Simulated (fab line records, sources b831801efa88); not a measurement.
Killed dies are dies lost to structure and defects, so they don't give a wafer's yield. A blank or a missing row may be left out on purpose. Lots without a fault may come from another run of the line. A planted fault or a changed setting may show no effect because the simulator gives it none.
Chamber matching | flow gf180mcu | GF_V4_CVD_00 on hdpcvd-02: 3 sister chambers
The step deposits SiO2, target thk 600 nm, time 100 s. 14 wafers are shown with their chamber, then 7 later ones without.

WAFERS WITH THEIR CHAMBER
wafer  | chamber | sih4_flow_sccm (sccm)
L989.1 | 0       | 59.46
L989.3 | 2       | 60.10
L989.5 | 1       | 59.96
L990.1 | 0       | 60.22
L990.2 | 2       | 59.89
L990.3 | 1       | 60.19
L994.1 | 0       | 59.99
L994.3 | 2       | 59.91
L994.4 | 0       | 59.86
L995.3 | 0       | 60.07
L995.5 | 2       | 60.14
L995.6 | 1       | 59.87
L100.2 | 2       | 60.04
L100.3 | 0       | 60.11

SIGNATURES (means of the wafers above)
reading        | chamber 0 | chamber 1 | chamber 2 | scatter within a chamber
sih4_flow_sccm | 59.9517   | 60.0067   | 60.0160   | 0.206
Rule: a wafer's distance from a chamber is the root of the sum, over the readings, of the square of ((its reading less the chamber's mean) divided by the reading's scatter). The wafer belongs to the nearest chamber; if the next one is less than 2 further off, it can't be placed. The scatter: the root of (the sum of the squares of (reading less its chamber's mean) over the shown wafers, divided by (wafers less chambers)).

WAFERS WITHOUT THEIR CHAMBER
wafer  | sih4_flow_sccm (sccm)
L100.6 | 59.89
L107.1 | 59.59
L107.2 | 60.00
L107.3 | 59.97
L109.1 | 60.14
L109.2 | 59.88
L109.4 | 60.35

WHICH CHAMBER EACH WENT THROUGH
wafer  | from the rows above          | in truth
L100.6 | can't be placed: 0 or 1 or 2 | 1
L107.1 | can't be placed: 0 or 1 or 2 | 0
L107.2 | can't be placed: 1 or 2 or 0 | 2
L107.3 | can't be placed: 0 or 1 or 2 | 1
L109.1 | can't be placed: 2 or 1 or 0 | 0
L109.2 | can't be placed: 0 or 1 or 2 | 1
L109.4 | can't be placed: 2 or 1 or 0 | 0
Placed correctly: 0 of 7. Can't be placed from these rows: 7 (the true chamber is among the candidates in 7). Placed wrongly: 0.
